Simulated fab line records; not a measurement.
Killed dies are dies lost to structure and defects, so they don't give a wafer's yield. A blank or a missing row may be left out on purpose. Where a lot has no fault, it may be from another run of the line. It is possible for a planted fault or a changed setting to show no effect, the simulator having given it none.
A single fault, viewed from 2 desks :: flow sky130 :: each desk holds nothing but its own numbers, with what lay behind them at the end

## THE METROLOGY DESK
What the gauges read for every lot (on any tool): the sampled wafers with a number, averaged. Any lot whose mean is over 4 standard deviations away from the usual mean is out of limits and marked OUT; that distance is given in the brackets.
Columns: A = DNWELL_TW at SKY_DNWELL_TW_MEAS_09, usual 1120; B = VT_ADJUST_LVTN_2_TW at SKY_VT_ADJUST_LVTN_TW_MEAS_21, usual 189.7; C = GATE_OXIDE_OVL at SKY_GATE_OXIDE_OVL_MEAS_10, usual -0.3 nm; D = POLY_GATE_OVL at SKY_POLY_GATE_OVL_MEAS_14, usual -2 nm
lot: L524
first seen here: day 3 05:58
A: 1125
B: 189.2
C: 0.5
D: 0

lot: L525
first seen here: day 3 11:25
A: 1118
B: 189.3
C: 0.0
D: 3

lot: L526
first seen here: day 3 14:44
A: 1129
B: 188.4
C: -0.5
D: -3

lot: L527
first seen here: day 3 18:41
A: 1115
B: 188.1
C: 0.6
D: -3

lot: L534
first seen here: day 5 11:52
A: 1117
B: 30.5 (-99 or more) OUT
C: 1.5
D: -12

lot: L538
first seen here: day 6 09:42
A: 1116
B: 190.4
C: -0.9
D: -2

lot: L539
first seen here: day 6 14:23
A: 1112
B: 188.6
C: -1.4
D: -7

lot: L540
first seen here: day 6 20:41
A: 1117
B: 188.2
C: 0.9
D: -1

lot: L542
first seen here: day 7 05:40
A: 1123
B: 191.0
C: 0.9
D: 1

lot: L543
first seen here: day 7 10:49
A: 1127
B: 190.8
C: -1.0
D: -3

lot: L545
first seen here: day 7 21:13
A: 1115
B: 189.8
C: -1.6
D: -5

lot: L546
first seen here: day 8 02:19
A: 1113
B: 191.0
C: -1.9
D: -3

lot: L547
first seen here: day 8 07:42
A: 1125
B: 190.5
C: -0.5
D: -6
Per this desk, out of limits: L534; the first was L534, day 10 16:05 (VT_ADJUST_LVTN_2_TW at SKY_VT_ADJUST_LVTN_TW_MEAS_21). Within limits: L524, L525, L526, L527, L538, L539, L540, L542, L543, L545, L546, L547.

## TOOL OWNER'S DESK, plasmaAsher-03
The tool's own readings at SKY_VT_ADJUST_LVTN_STRIP_09 (strips in O2/N2): means of the sampled wafers that have a number, for each lot that ran on this tool. Any lot whose mean is over 4 standard deviations away from the usual mean is out of limits and marked OUT; that distance is given in the brackets.
Columns: A = drypumpMotorCurrentA at SKY_VT_ADJUST_LVTN_STRIP_09, usual 5.6 A; B = oesProductAu at SKY_VT_ADJUST_LVTN_STRIP_09, usual 0.722 a.u.; C = stripTimeToEndpointS at SKY_VT_ADJUST_LVTN_STRIP_09, usual 36.89 s
lot: L525
first seen here: day 7 04:26
A: 6.1
B: 0.719
C: 37.01

lot: L534
first seen here: day 9 18:14
A: 5.8
B: 0.956 (+57) OUT
C: -

lot: L545
first seen here: day 12 12:12
A: 6.4
B: 0.725
C: 37.01
This desk's finding: out of limits on L534; first on L534, day 9 18:14 (oesProductAu at SKY_VT_ADJUST_LVTN_STRIP_09). Within limits: L525, L545.

## ALL TOGETHER
An alarm could have come from the tool owner's desk at day 9 18:14, on L534.
An alarm was possible from the metrology desk at day 10 16:05, on L534.
Every lot named ran SKY_VT_ADJUST_LVTN_STRIP_09 on plasmaAsher-03.

## WHAT WAS PUT IN BY THE SIMULATOR
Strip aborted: plasmaAsher-03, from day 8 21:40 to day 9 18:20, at SKY_VT_ADJUST_LVTN_STRIP_09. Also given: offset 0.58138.
Struck lots among those shown: L534.
Time in hours from fault onset to the first out-of-limits reading at each desk: tool owner's desk 21, metrology desk 42.
